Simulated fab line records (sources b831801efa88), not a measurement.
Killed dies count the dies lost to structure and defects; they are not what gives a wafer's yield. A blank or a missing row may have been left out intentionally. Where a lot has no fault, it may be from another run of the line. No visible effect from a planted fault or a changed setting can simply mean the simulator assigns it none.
fab line records	flow sky130	part 1 of 2: steps 1 to 26 of 33
record lots=5	wafers=15	last-day=49
route steps=708 shown METAL1@456 VIA1@458 METAL2@483
lots with no fault: from the same line, run without faults
start-h: the number of hours between the record's first day and the start of the first shown wafer of the lot	wait-h: hours elapsed since this lot's preceding step	" repeats the value in the row above	L1.1+2: a row that stands for several wafers	- no value present, or no start provided	* or withheld: withheld	< > ~ a bound
route shown NAME@n: NAME is a module with steps in the file, n the number in the route of the first one	usual: mean/standard deviation of fault-free wafers	same: alike in all rows	chamber/n: place in a boat	sites: per-site readings	_std_site: how widely they spread, as a standard deviation	_edge_site: outer sites' mean less inner sites'	radius-mm: for every site, how far away it sits from the centre of the wafer	mask NAME#n: copy n	behind: the last tool/chamber to shape the wafer	hold: why the lot went on hold/how many hours it stayed there/how the hold came to an end	device: the n, p or np transistor that did not switch	end of line: the tests these same wafers got at the end of their route	where a step has no rows: the recipe by itself	killed: at the first sort, the dies lost to defects and structure; wafer yield is something else	map: shows each die of a wafer: x if killed, . if not, _ if none is there
set.NAME: the setting the step ran with; set.NAME@STEP: the setting that earlier step ran with	model.NAME: the simulator's own value behind a step, which no gauge read
lots at selected steps of the route; one table per step, one row per wafer
services: when a tool's chamber went out of use (start-h, in hours from the record's first day, below 0 if earlier), for how many hours, and the reason
## steps
# step SKY_METAL1_CLEAN_22
# recipe chemistry=IPA	time-s=180	temp-c=25
# usual bath-heat-duty-pct=6.6/0.75
lot.wafer	tool	chamber	start-h	wait-h	bath-heat-duty-pct
L082.3	wet-bench-02	2	830.87	0.0	7.0
L082.4	"	2	"	"	6.2
L082.5	"	2	"	"	7.0
L084.2	wet-bench-02	0	843.42	0.0	6.8
L084.3	"	0	"	"	6.3
L084.5	"	0	"	"	7.0
L085.2	wet-bench-03	1	855.64	0.0	6.9
L085.4	"	1	"	"	7.7
L085.6	"	1	"	"	7.8
L086.2	wet-bench-04	1	860.91	0.0	6.1
L086.5	"	1	"	"	6.7
L086.6	"	1	"	"	6.3
L093.2	wet-bench-03	1	910.88	0.0	7.0
L093.4	"	1	"	"	7.6
L093.5	"	1	"	"	7.8
# step SKY_METAL1_CLEAN_23
# recipe chemistry=O3/DIW	dry=n2-spin
lot.wafer	tool	chamber	start-h	wait-h
L082.3+4+5	wet-bench-04	2	830.99	0.0
L084.2+3+5	wet-bench-04	1	843.58	0.1
L085.2+4+6	wet-bench-04	1	855.70	0.0
L086.2+5+6	wet-bench-02	1	860.97	0.0
L093.2+4+5	wet-bench-03	0	910.94	0.0
# step SKY_VIA1_HDPCVD_00
# recipe material=SiO2	target-thk-nm=1030	sigma-open-frac=0.3	time-s=171.7	temp-c=400	sih4-flow-sccm=60	pressure-mtorr=6
lot.wafer	tool	chamber	start-h	wait-h
L082.3+4+5	hdpcvd-01	1,2,1	831.08	0.0
L084.2+3+5	hdpcvd-02	0,2,2	843.68	0.0
L085.2+4+6	hdpcvd-02	2,2,0	855.80	0.0
L086.2+5+6	hdpcvd-02	1,0,2	861.06	0.0
L093.2+4+5	hdpcvd-02	2,0,1	911.03	0.0
# step SKY_VIA1_THK_MEAS_01
# recipe reads=SiO2_of_VIA1_HDPCVD_00
# usual VIA1_HDPCVD_THK=1026/12
lot.wafer	tool	chamber	start-h	wait-h	VIA1_HDPCVD_THK[nm]
L082.3	film-metro-02	-	831.21	0.1	1045
L082.4	"	-	"	"	1037
L082.5	"	-	"	"	1031
L084.2	film-metro-02	-	843.81	0.1	1044
L084.3	"	-	"	"	1027
L084.5	"	-	"	"	1036
L085.2	film-metro-02	-	855.92	0.1	1048
L085.4	"	-	"	"	1041
L085.6	"	-	"	"	1045
L086.2	film-metro-01	-	861.19	0.1	1012
L086.5	"	-	"	"	1013
L086.6	"	-	"	"	1021
L093.2	film-metro-02	-	911.16	0.1	1021
L093.4	"	-	"	"	1023
L093.5	"	-	"	"	1023
# step SKY_VIA1_CMP_02
# recipe material=SiO2	down-force-psi=4	platen-rpm=60	pad-velocity-m-s=0.94248
# usual motor-current-A=12.6/1
lot.wafer	tool	chamber	start-h	wait-h	motor-current-A
L082.3	cmp-01	1	831.35	0.1	14.0
L082.4	"	2	"	"	13.9
L082.5	"	0	"	"	12.6
L084.2	cmp-02	1	843.96	0.1	11.7
L084.3	"	2	"	"	11.1
L084.5	"	0	"	"	10.8
L085.2	cmp-01	0	855.97	0.0	12.9
L085.4	"	3	"	"	13.5
L085.6	"	1	"	"	13.8
L086.2	cmp-01	2	861.39	0.2	13.2
L086.6	"	3	"	"	13.3
L086.5	"	0	"	"	12.6
L093.2	cmp-01	3	911.21	0.0	11.8
L093.4	"	2	"	"	12.5
L093.5	"	3	"	"	13.5
# step SKY_VIA1_BOW_MEAS_03
# recipe mode=bow
# usual VIA1_BOW=81/7.2
lot.wafer	tool	chamber	start-h	wait-h	VIA1_BOW[um]
L082.3	film-metro-04	-	831.59	0.2	87
L082.4	"	-	"	"	81
L082.5	"	-	"	"	86
L084.2	film-metro-01	-	844.18	0.2	88
L084.3	"	-	"	"	75
L084.5	"	-	"	"	101
L085.2	film-metro-01	-	856.29	0.3	74
L085.4	"	-	"	"	81
L085.6	"	-	"	"	84
L086.2	film-metro-01	-	861.56	0.1	90
L086.5	"	-	"	"	92
L086.6	"	-	"	"	90
L093.2	film-metro-04	-	911.53	0.3	59
L093.4	"	-	"	"	73
L093.5	"	-	"	"	68
# step SKY_VIA1_DEHYDRATE_04
# recipe temp-c=200	time-s=60
# usual resist-line-temp-C=23.01/0.12
lot.wafer	tool	chamber	start-h	wait-h	resist-line-temp-C
L082.3	litho-track-01	0	843.94	12.3	23.03
L082.4	"	0	"	"	22.96
L082.5	"	0	"	"	22.99
L084.2	litho-track-02	0	856.35	12.2	22.90
L084.3	"	0	"	"	22.74
L084.5	"	0	"	"	22.80
L085.2	litho-track-04	0	868.28	12.0	23.13
L085.4	"	0	"	"	22.94
L085.6	"	0	"	"	23.09
L086.2	litho-track-01	0	873.72	12.1	23.03
L086.5	"	0	"	"	23.03
L086.6	"	0	"	"	23.15
L093.2	litho-track-01	0	923.02	11.5	22.77
L093.4	"	0	"	"	22.93
L093.5	"	0	"	"	22.86
# step SKY_VIA1_HMDS_05
# recipe prime-time-s=60	prime-temp-c=120
# usual resist-line-temp-C=23.02/0.1
lot.wafer	tool	chamber	start-h	wait-h	resist-line-temp-C
L082.3	litho-track-01	0	844.09	0.1	23.06
L082.4	"	0	"	"	22.97
L082.5	"	0	"	"	23.04
L084.2	litho-track-02	0	856.50	0.1	22.99
L084.3	"	0	"	"	22.95
L084.5	"	0	"	"	23.04
L085.2	litho-track-04	0	868.43	0.1	22.92
L085.4	"	0	"	"	23.19
L085.6	"	0	"	"	23.03
L086.2	litho-track-01	0	873.87	0.1	22.94
L086.5	"	0	"	"	23.00
L086.6	"	0	"	"	23.09
L093.2	litho-track-01	0	923.17	0.1	23.02
L093.4	"	0	"	"	22.86
L093.5	"	0	"	"	22.92
# step SKY_VIA1_COAT_06
# recipe resist=BARC	temp-c=withheld	time-s=withheld	spin-rpm=3000	resist-thk-nm=60
# usual resist-line-temp-C=*
lot.wafer	tool	chamber	start-h	wait-h	resist-line-temp-C
L082.3	litho-track-01	0	844.24	0.1	*
L082.4	"	0	"	"	*
L082.5	"	0	"	"	*
L084.2	litho-track-02	0	856.65	0.1	*
L084.3	"	0	"	"	*
L084.5	"	0	"	"	*
L085.2	litho-track-04	0	868.58	0.1	*
L085.4	"	0	"	"	*
L085.6	"	0	"	"	*
L086.2	litho-track-01	0	874.02	0.1	*
L086.5	"	0	"	"	*
L086.6	"	0	"	"	*
L093.2	litho-track-01	0	923.32	0.1	*
L093.4	"	0	"	"	*
L093.5	"	0	"	"	*
# step SKY_VIA1_COAT_07
# recipe resist=KrF-thick	spin-rpm=3000	resist-thk-nm=450
# usual resist-line-temp-C=23.00/0.099
lot.wafer	tool	chamber	start-h	wait-h	resist-line-temp-C
L082.3	litho-track-01	0	-	-	23.18
L082.4	"	0	"	"	23.02
L082.5	"	0	"	"	23.12
L084.2	litho-track-02	0	-	-	22.93
L084.3	"	0	"	"	23.08
L084.5	"	0	"	"	22.98
L085.2	litho-track-04	0	-	-	22.90
L085.4	"	0	"	"	22.93
L085.6	"	0	"	"	22.79
L086.2	litho-track-01	0	-	-	23.07
L086.5	"	0	"	"	23.09
L086.6	"	0	"	"	23.11
L093.2	litho-track-01	0	-	-	22.98
L093.4	"	0	"	"	23.10
L093.5	"	0	"	"	23.01
# step SKY_VIA1_SOFTBAKE_08
# recipe temp-c=100	time-s=90	resist=KrF-thick
# usual resist-line-temp-C=22.98/0.091
lot.wafer	tool	chamber	start-h	wait-h	resist-line-temp-C
L082.3	litho-track-01	0	-	-	23.11
L082.4	"	0	"	"	23.00
L082.5	"	0	"	"	22.83
L084.2	litho-track-02	0	-	-	23.08
L084.3	"	0	"	"	22.95
L084.5	"	0	"	"	23.11
L085.2	litho-track-04	0	-	-	23.02
L085.4	"	0	"	"	22.97
L085.6	"	0	"	"	23.04
L086.2	litho-track-01	0	-	-	23.01
L086.5	"	0	"	"	22.91
L086.6	"	0	"	"	23.08
L093.2	litho-track-01	0	-	-	23.15
L093.4	"	0	"	"	22.90
L093.5	"	0	"	"	22.97
# step SKY_VIA1_EXPOSE_09
# recipe mask-id=VIM	na=0.8	source-shape=annular	sigma-inner=0.55	sigma-outer=0.85	target-cd-nm=150	dose-mj=38
# same sigma-outer=0.85
lot.wafer	tool	chamber	start-h	wait-h	mask
L082.3+4+5	krf-scanner-01	0	-	-	VIM#0
L084.2+3+5	krf-scanner-01	0	-	-	VIM#0
L085.2+4+6	krf-scanner-01	0	-	-	VIM#0
L086.2+5+6	krf-scanner-02	0	-	-	VIM#0
L093.2+4+5	krf-scanner-02	0	-	-	VIM#0
# step SKY_VIA1_PEB_10
# recipe peb-temp-c=withheld	peb-time-s=withheld	resist=KrF-thick
# usual resist-line-temp-C=*
lot.wafer	tool	chamber	start-h	wait-h	resist-line-temp-C
L082.3	litho-track-02	0	-	-	*
L082.4	"	0	"	"	*
L082.5	"	0	"	"	*
L084.2	litho-track-02	0	-	-	*
L084.3	"	0	"	"	*
L084.5	"	0	"	"	*
L085.2	litho-track-01	0	-	-	*
L085.4	"	0	"	"	*
L085.6	"	0	"	"	*
L086.2	litho-track-04	0	-	-	*
L086.5	"	0	"	"	*
L086.6	"	0	"	"	*
L093.2	litho-track-04	0	-	-	*
L093.4	"	0	"	"	*
L093.5	"	0	"	"	*
# step SKY_VIA1_DEVELOP_11
# recipe develop-time-s=60	resist=KrF-thick	dev-temp-c=21
# usual resist-line-temp-C=23.01/0.11
# same develop-time-s=60
lot.wafer	tool	chamber	start-h	wait-h	resist-line-temp-C
L082.3	litho-track-02	0	-	-	22.86
L082.4	"	0	"	"	22.87
L082.5	"	0	"	"	23.01
L084.2	litho-track-02	0	-	-	22.84
L084.3	"	0	"	"	22.97
L084.5	"	0	"	"	22.90
L085.2	litho-track-01	0	-	-	23.04
L085.4	"	0	"	"	23.08
L085.6	"	0	"	"	22.99
L086.2	litho-track-04	0	-	-	23.07
L086.5	"	0	"	"	22.95
L086.6	"	0	"	"	23.04
L093.2	litho-track-04	0	-	-	22.99
L093.4	"	0	"	"	23.11
L093.5	"	0	"	"	23.17
# step SKY_VIA1_CD_MEAS_12
# recipe target-cd-nm=150
# usual cd-nm=149.8/2.2
lot.wafer	tool	chamber	start-h	wait-h	cd-nm
L082.3	cd-sem-02	-	857.51	-	148.2
L082.4	"	-	"	"	147.0
L082.5	"	-	"	"	147.0
L084.2	cd-sem-02	-	870.09	-	152.8
L084.3	"	-	"	"	151.6
L084.5	"	-	"	"	153.3
L085.2	cd-sem-01	-	881.51	-	151.0
L085.4	"	-	"	"	149.4
L085.6	"	-	"	"	149.6
L086.2	cd-sem-01	-	887.37	-	149.2
L086.5	"	-	"	"	148.4
L086.6	"	-	"	"	147.8
L093.2	cd-sem-01	-	935.82	-	147.9
L093.4	"	-	"	"	147.9
L093.5	"	-	"	"	149.6
# step SKY_VIA1_OVL_MEAS_13
# usual VIA1_OVL=-1/4.7
lot.wafer	tool	chamber	start-h	wait-h	VIA1_OVL[nm]
L082.3	overlay-01	-	857.60	0.1	-5
L082.4	"	-	"	"	-3
L082.5	"	-	"	"	-6
L084.2	overlay-01	-	870.20	0.1	-3
L084.3	"	-	"	"	-7
L084.5	"	-	"	"	-1
L085.2	overlay-01	-	881.62	0.1	-7
L085.4	"	-	"	"	-10
L085.6	"	-	"	"	-4
L086.2	overlay-01	-	887.48	0.1	5
L086.5	"	-	"	"	5
L086.6	"	-	"	"	0
L093.2	overlay-02	-	935.93	0.1	-4
L093.4	"	-	"	"	-2
L093.5	"	-	"	"	-7
# step SKY_VIA1_ETCH_14
# recipe chemistry=N2/H2	target=BARC	ion-energy-ev=200	source-w=500	bias-w=100	pressure-mtorr=30	n2-flow-sccm=100	h2-flow-sccm=200	stop-on=SiO2	time-s=45.9	target-depth-a=600
# usual drypump-motor-current-A=5.9/0.34	h2-flow-sccm=200.0/0.62	oes-product-au=0.855/0.0053	throttle-valve-pct=13.226/0.0092
lot.wafer	tool	chamber	start-h	wait-h	drypump-motor-current-A	h2-flow-sccm	oes-product-au	rf-hours-counter-h	throttle-valve-pct
L082.3	rie-diel-04	3	857.63	0.0	6.8	200.6	0.846	18	13.218
L082.4	"	1	"	"	6.0	200.3	0.859	14	13.219
L082.5	"	0	"	"	6.2	200.0	0.847	-	13.220
L084.2	rie-diel-01	2	870.23	0.0	6.2	199.7	0.862	12	13.227
L084.3	"	0	"	"	5.9	200.6	0.858	11	13.222
L084.5	"	3	"	"	5.4	201.7	0.861	-	13.220
L085.2	rie-diel-03	1	881.65	0.0	5.7	199.7	0.852	14	13.234
L085.4	"	3	"	"	5.6	199.6	0.858	-	13.246
L085.6	"	1	"	"	5.6	199.3	0.852	-	13.209
L086.2	rie-diel-03	3	887.51	0.0	5.6	199.7	0.849	6	13.217
L086.5	"	1	"	"	5.7	201.3	0.848	-	13.222
L086.6	"	2	"	"	5.6	199.4	0.855	-	13.224
L093.2	rie-diel-04	0	935.96	0.0	6.2	200.7	0.853	11	13.221
L093.4	"	1	"	"	6.0	200.6	0.858	16	13.234
L093.5	"	0	"	"	6.3	199.3	0.857	-	13.228
# step SKY_VIA1_ETCH_15
# recipe target=SiO2	chemistry=C4F8/O2/Ar	target-depth-nm=351	stop-on=TiN	mask-material=KrF-thick	source-w=1500	bias-w=1200	pressure-mtorr=40	c4f8-flow-sccm=withheld	O2_flow_sccm=6	Ar_flow_sccm=300	time-s=54
# usual oes-product-au=0.981/0.0056
lot.wafer	tool	chamber	start-h	wait-h	oes-product-au	rf-hours-counter-h
L082.3	rie-diel-04	3	857.67	0.0	0.995	18
L082.4	"	1	"	"	0.993	14
L082.5	"	0	"	"	0.992	-
L084.2	rie-diel-01	2	870.27	0.0	0.980	12
L084.3	"	0	"	"	0.981	11
L084.5	"	3	"	"	0.984	-
L085.2	rie-diel-03	1	881.69	0.0	0.976	14
L085.4	"	3	"	"	0.977	-
L085.6	"	1	"	"	0.975	-
L086.2	rie-diel-03	3	887.55	0.0	0.977	6
L086.5	"	1	"	"	0.986	-
L086.6	"	2	"	"	0.983	-
L093.2	rie-diel-04	0	936.00	0.0	0.981	11
L093.4	"	1	"	"	0.976	16
L093.5	"	0	"	"	0.983	-
# step SKY_VIA1_STRIP_16
# recipe chemistry=O2/N2	power-w=1400	pressure-mtorr=1500	platen-temp-c=withheld	o2-flow-sccm=3000	n2-flow-sccm=300	overash-fraction=0.5
# usual drypump-motor-current-A=5.6/0.39	oes-product-au=0.415/0.0047	strip-time-to-endpoint-s=4.465/0.021
lot.wafer	tool	chamber	start-h	wait-h	drypump-motor-current-A	oes-product-au	rf-hours-counter-h	strip-time-to-endpoint-s
L082.3	plasma-asher-02	1	857.75	0.1	5.8	0.417	-	4.428
L082.4	"	0	"	"	6.1	0.417	-	4.476
L082.5	"	0	"	"	6.1	0.411	-	4.458
L084.2	plasma-asher-02	1	870.32	0.0	5.8	0.415	43	4.478
L084.3	"	0	"	"	6.1	0.422	-	4.498
L084.5	"	0	"	"	6.1	0.421	-	4.475
L085.2	plasma-asher-04	0	881.74	0.0	5.4	0.417	78	4.423
L085.4	"	1	"	"	5.8	0.414	-	4.385
L085.6	"	0	"	"	5.4	0.414	-	4.453
L086.2	plasma-asher-02	0	887.60	0.0	6.1	0.415	44	4.401
L086.5	"	0	"	"	6.1	0.417	-	4.451
L086.6	"	1	"	"	5.7	0.410	-	4.464
L093.2	plasma-asher-03	0	936.05	0.0	4.9	0.412	18	4.431
L093.4	"	1	"	"	5.7	0.413	-	4.461
L093.5	"	1	"	"	5.8	0.412	-	4.455
# step SKY_VIA1_STRIP_17
# recipe chemistry=post-etch-residue-remover	time-s=1200	temp-c=72.5
# usual bath-heat-duty-pct=14.8/1.3
lot.wafer	tool	chamber	start-h	wait-h	bath-heat-duty-pct
L082.3	wet-bench-03	3	857.82	0.0	15.8
L082.4	"	3	"	"	15.3
L082.5	"	3	"	"	14.8
L084.2	wet-bench-04	1	870.42	0.1	14.0
L084.3	"	1	"	"	16.4
L084.5	"	1	"	"	15.8
L085.2	wet-bench-01	1	881.84	0.1	15.1
L085.4	"	1	"	"	15.3
L085.6	"	1	"	"	15.6
L086.2	wet-bench-01	3	887.70	0.1	15.6
L086.5	"	3	"	"	14.6
L086.6	"	3	"	"	14.5
L093.2	wet-bench-03	0	936.15	0.1	17.0
L093.4	"	0	"	"	15.2
L093.5	"	0	"	"	17.2
# step SKY_VIA1_CLEAN_18
# recipe chemistry=IPA	time-s=180	temp-c=25
# usual bath-heat-duty-pct=6.2/0.84
lot.wafer	tool	chamber	start-h	wait-h	bath-heat-duty-pct
L082.3	wet-bench-01	3	858.19	0.0	6.6
L082.4	"	3	"	"	5.8
L082.5	"	3	"	"	6.2
L084.2	wet-bench-01	2	870.76	0.0	5.4
L084.3	"	2	"	"	4.2
L084.5	"	2	"	"	6.1
L085.2	wet-bench-03	0	882.18	0.0	6.5
L085.4	"	0	"	"	6.7
L085.6	"	0	"	"	7.3
L086.2	wet-bench-04	1	888.04	0.0	6.1
L086.5	"	1	"	"	6.9
L086.6	"	1	"	"	6.2
L093.2	wet-bench-04	1	936.49	0.0	6.6
L093.4	"	1	"	"	6.1
L093.5	"	1	"	"	6.5
# step SKY_VIA1_CLEAN_19
# recipe chemistry=O3/DIW	dry=n2-spin
lot.wafer	tool	chamber	start-h	wait-h
L082.3+4+5	wet-bench-04	2	858.25	0.0
L084.2+3+5	wet-bench-04	1	870.82	0.0
L085.2+4+6	wet-bench-01	1	882.24	0.0
L086.2+5+6	wet-bench-03	3	888.10	0.0
L093.2+4+5	wet-bench-01	3	936.55	0.0
# step SKY_VIA1_SPUTTER_20
# recipe material=TiN	target-thk-nm=20	chamber-pressure-pa=5	power-w=4000	time-s=80
# usual cathode-dc-power-W=4000.0/0.72	chamber-pressure-pa=5.001/0.011	throttle-valve-pct=30.1/0.93
lot.wafer	tool	chamber	start-h	wait-h	cathode-dc-power-W	chamber-pressure-pa	throttle-valve-pct
L082.3	pvd-sputter-03	-	858.35	0.0	4000.1	5.003	29.7
L082.4	"	-	"	"	3999.1	5.013	29.1
L082.5	"	-	"	"	3999.6	5.000	29.8
L084.2	pvd-sputter-04	-	870.91	0.0	3999.5	4.997	29.2
L084.3	"	-	"	"	3999.1	5.004	32.7
L084.5	"	-	"	"	4001.0	4.992	29.4
L085.2	pvd-sputter-03	-	882.33	0.0	3999.4	4.982	29.1
L085.4	"	-	"	"	3999.5	5.004	29.6
L085.6	"	-	"	"	4001.0	4.990	29.3
L086.2	pvd-sputter-03	-	888.19	0.0	3999.0	5.012	29.8
L086.5	"	-	"	"	3998.8	5.004	30.4
L086.6	"	-	"	"	4000.9	4.992	29.8
L093.2	pvd-sputter-04	-	936.64	0.0	3999.7	5.019	31.7
L093.4	"	-	"	"	4000.8	5.013	29.0
L093.5	"	-	"	"	3999.3	5.017	29.4
# step SKY_VIA1_CVD_21
# recipe material=W	target-thk-nm=270	time-s=80.902	temp-c=400	pressure-torr=40
# usual heater-power-outer-w=521/40	heater-power-w=856/64
lot.wafer	tool	chamber	start-h	wait-h	heater-power-outer-w	heater-power-w
L082.3	cvd-w-02	0	858.45	0.1	551	937
L082.4	"	1	"	"	559	873
L082.5	"	0	"	"	529	937
L084.2	cvd-w-02	1	870.97	0.0	558	870
L084.3	"	1	"	"	557	876
L084.5	"	1	"	"	561	865
L085.2	cvd-w-01	0	882.39	0.0	513	823
L085.4	"	1	"	"	460	759
L085.6	"	0	"	"	506	816
L086.2	cvd-w-01	1	888.25	0.0	456	768
L086.5	"	0	"	"	525	830
L086.6	"	1	"	"	456	778
L093.2	cvd-w-02	0	936.70	0.0	544	949
L093.4	"	0	"	"	550	951
L093.5	"	1	"	"	559	864
# step SKY_VIA1_RS_MEAS_22
# recipe thk-meas-gauge=four-point-probe	reads=W_of_VIA1_CVD_21+TiN_of_VIA1_SPUTTER_20
# usual VIA1_W_RS=0.428/0.0061
lot.wafer	tool	chamber	start-h	wait-h	VIA1_W_RS[ohm/sq]
L082.3	film-metro-01	-	858.55	0.1	0.437
L082.4	"	-	"	"	0.424
L082.5	"	-	"	"	0.438
L084.2	film-metro-02	-	871.08	0.1	0.421
L084.3	"	-	"	"	0.419
L084.5	"	-	"	"	0.416
L085.2	film-metro-04	-	882.50	0.1	0.438
L085.4	"	-	"	"	0.434
L085.6	"	-	"	"	0.432
L086.2	film-metro-04	-	888.36	0.1	0.433
L086.5	"	-	"	"	0.430
L086.6	"	-	"	"	0.429
L093.2	film-metro-04	-	936.81	0.1	0.432
L093.4	"	-	"	"	0.428
L093.5	"	-	"	"	0.420
# step SKY_VIA1_THK_MEAS_23
# recipe thk-meas-gauge=xrf	reads=W_of_VIA1_CVD_21
# usual VIA1_W_THK=273/4.8
lot.wafer	tool	chamber	start-h	wait-h	VIA1_W_THK[nm]
L082.3	film-metro-01	-	858.65	0.1	266
L082.4	"	-	"	"	274
L082.5	"	-	"	"	266
L084.2	film-metro-02	-	871.19	0.1	279
L084.3	"	-	"	"	280
L084.5	"	-	"	"	282
L085.2	film-metro-04	-	882.61	0.1	263
L085.4	"	-	"	"	267
L085.6	"	-	"	"	270
L086.2	film-metro-04	-	888.47	0.1	267
L086.5	"	-	"	"	270
L086.6	"	-	"	"	270
L093.2	film-metro-04	-	936.92	0.1	270
L093.4	"	-	"	"	271
L093.5	"	-	"	"	277
